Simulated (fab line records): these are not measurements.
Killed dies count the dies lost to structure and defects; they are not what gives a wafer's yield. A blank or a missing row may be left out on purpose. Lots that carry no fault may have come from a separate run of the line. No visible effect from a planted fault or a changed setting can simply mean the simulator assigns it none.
The tool behind it: which one? || flow sfq_line || 42 wafers sampled from 14 lots at 1 step of a route of 325

WHAT EACH GAUGE READ, for each wafer
The record holds no reading of a measuring or inspecting step that can be judged against a usual standard deviation.

WHICH TOOL RAN EACH LOT (tool, then ch and the chambers of the sampled wafers, then the start)
{"lot": "L122", "SFQ_TRILAYER_I3_VIA_BARC_OPEN_VIA_ETCH_121": "rie_diel-01 ch 1,2,3, day 30 10:31"}
{"lot": "L124", "SFQ_TRILAYER_I3_VIA_BARC_OPEN_VIA_ETCH_121": "rie_diel-04 ch 0,2,3, day 31 00:55"}
{"lot": "L125", "SFQ_TRILAYER_I3_VIA_BARC_OPEN_VIA_ETCH_121": "rie_diel-04 ch 0,1, day 31 09:19"}
{"lot": "L127", "SFQ_TRILAYER_I3_VIA_BARC_OPEN_VIA_ETCH_121": "rie_diel-02 ch 0,1,3, day 38 13:29"}
{"lot": "L128", "SFQ_TRILAYER_I3_VIA_BARC_OPEN_VIA_ETCH_121": "rie_diel-04 ch 0,1,3, day 38 23:04"}
{"lot": "L129", "SFQ_TRILAYER_I3_VIA_BARC_OPEN_VIA_ETCH_121": "rie_diel-02 ch 0,2,3, day 39 12:16"}
{"lot": "L133", "SFQ_TRILAYER_I3_VIA_BARC_OPEN_VIA_ETCH_121": "rie_diel-04 ch 0,1, day 41 00:13"}
{"lot": "L135", "SFQ_TRILAYER_I3_VIA_BARC_OPEN_VIA_ETCH_121": "rie_diel-04 ch 0,1,2, day 41 13:25"}
{"lot": "L138", "SFQ_TRILAYER_I3_VIA_BARC_OPEN_VIA_ETCH_121": "rie_diel-01 ch 1,2,3, day 42 18:42"}
{"lot": "L139", "SFQ_TRILAYER_I3_VIA_BARC_OPEN_VIA_ETCH_121": "rie_diel-02 ch 1,3, day 43 09:13"}
{"lot": "L140", "SFQ_TRILAYER_I3_VIA_BARC_OPEN_VIA_ETCH_121": "rie_diel-01 ch 1,2,3, day 43 14:01"}
{"lot": "L141", "SFQ_TRILAYER_I3_VIA_BARC_OPEN_VIA_ETCH_121": "rie_diel-01 ch 0,1,3, day 44 00:49"}
{"lot": "L143", "SFQ_TRILAYER_I3_VIA_BARC_OPEN_VIA_ETCH_121": "rie_diel-04 ch 0,1,3, day 44 20:09"}
{"lot": "L145", "SFQ_TRILAYER_I3_VIA_BARC_OPEN_VIA_ETCH_121": "rie_diel-01 ch 1,2,3, day 45 12:43"}
- SFQ_TRILAYER_I3_VIA_BARC_OPEN_VIA_ETCH_121: etches BARC in O2, target depth 125 nm, time 41.7 s.

WHAT THE TOOLS THEMSELVES READ (means of the sampled wafers that have a number; where no wafer has one, the mark that the record gives instead)
SFQ_TRILAYER_I3_VIA_BARC_OPEN_VIA_ETCH_121.
{"lot": "L122", "tool": "rie_diel-01", "bias_w (W)": 80.20, "drypump_motor_current_A (A)": 5.5, "oes_product_au (a.u.)": 0.686, "rf_fwd_power_W (W)": 496.7}
{"lot": "L124", "tool": "rie_diel-04", "bias_w (W)": 79.98, "drypump_motor_current_A (A)": 6.5, "oes_product_au (a.u.)": 0.684, "rf_fwd_power_W (W)": 492.5}
{"lot": "L125", "tool": "rie_diel-04", "bias_w (W)": 80.10, "drypump_motor_current_A (A)": 5.9, "oes_product_au (a.u.)": 0.683, "rf_fwd_power_W (W)": 492.0}
{"lot": "L127", "tool": "rie_diel-02", "bias_w (W)": 79.75, "drypump_motor_current_A (A)": 6.0, "oes_product_au (a.u.)": 0.684, "rf_fwd_power_W (W)": 496.5}
{"lot": "L128", "tool": "rie_diel-04", "bias_w (W)": 79.84, "drypump_motor_current_A (A)": 6.1, "oes_product_au (a.u.)": 0.682, "rf_fwd_power_W (W)": 495.0}
{"lot": "L129", "tool": "rie_diel-02", "bias_w (W)": 79.88, "drypump_motor_current_A (A)": 5.9, "oes_product_au (a.u.)": 0.690, "rf_fwd_power_W (W)": 495.3}
{"lot": "L133", "tool": "rie_diel-04", "bias_w (W)": 80.40, "drypump_motor_current_A (A)": 5.6, "oes_product_au (a.u.)": 0.687, "rf_fwd_power_W (W)": 429.0}
{"lot": "L135", "tool": "rie_diel-04", "bias_w (W)": 80.05, "drypump_motor_current_A (A)": 6.0, "oes_product_au (a.u.)": 0.685, "rf_fwd_power_W (W)": 426.6}
{"lot": "L138", "tool": "rie_diel-01", "bias_w (W)": 79.94, "drypump_motor_current_A (A)": 5.5, "oes_product_au (a.u.)": 0.686, "rf_fwd_power_W (W)": 493.8}
{"lot": "L139", "tool": "rie_diel-02", "bias_w (W)": 79.84, "drypump_motor_current_A (A)": 5.8, "oes_product_au (a.u.)": 0.685, "rf_fwd_power_W (W)": 497.3}
{"lot": "L140", "tool": "rie_diel-01", "bias_w (W)": 80.08, "drypump_motor_current_A (A)": 5.5, "oes_product_au (a.u.)": 0.688, "rf_fwd_power_W (W)": 496.4}
{"lot": "L141", "tool": "rie_diel-01", "bias_w (W)": 79.80, "drypump_motor_current_A (A)": 5.5, "oes_product_au (a.u.)": 0.682, "rf_fwd_power_W (W)": 495.5}
{"lot": "L143", "tool": "rie_diel-04", "bias_w (W)": 79.91, "drypump_motor_current_A (A)": 6.1, "oes_product_au (a.u.)": 0.683, "rf_fwd_power_W (W)": 494.4}
{"lot": "L145", "tool": "rie_diel-01", "bias_w (W)": 79.84, "drypump_motor_current_A (A)": 5.4, "oes_product_au (a.u.)": 0.687, "rf_fwd_power_W (W)": 493.9}

THE ANSWER, worked out from the rows above alone
Rule: what is usual is taken from the lots themselves. The widest of any qualifying gaps counts: lots, ordered by their means at a reading, are off when they make up no more than a third of the lots, leave a main group of 4 or more, and stand apart from it by 3 or more times the standard deviation of that group's means. The tables above print the reading to a certain number of digits; a main group whose means all agree to those digits is not used. A lot without any number at a reading at which 4 lots or more have one is off too. The other lots that the step has rows for count as sound. First the gauges in route order, then the tools' own readings, where a lot's mean is used as printed above. The first step at which some lot is off is used, and at that step the reading that is off furthest; a lot without a number counts as furthest.
Off: L133, L135, at SFQ_TRILAYER_I3_VIA_BARC_OPEN_VIA_ETCH_121 (rf_fwd_power_W). For the main group the mean is 494.9 W and the standard deviation 1.6.
If a tool, at that step or one of the process steps before it, ran each lot that is off and ran no sound lot following the first of them, it fits. No candidate that was tried fits.

WHAT THE SIMULATOR PUT IN
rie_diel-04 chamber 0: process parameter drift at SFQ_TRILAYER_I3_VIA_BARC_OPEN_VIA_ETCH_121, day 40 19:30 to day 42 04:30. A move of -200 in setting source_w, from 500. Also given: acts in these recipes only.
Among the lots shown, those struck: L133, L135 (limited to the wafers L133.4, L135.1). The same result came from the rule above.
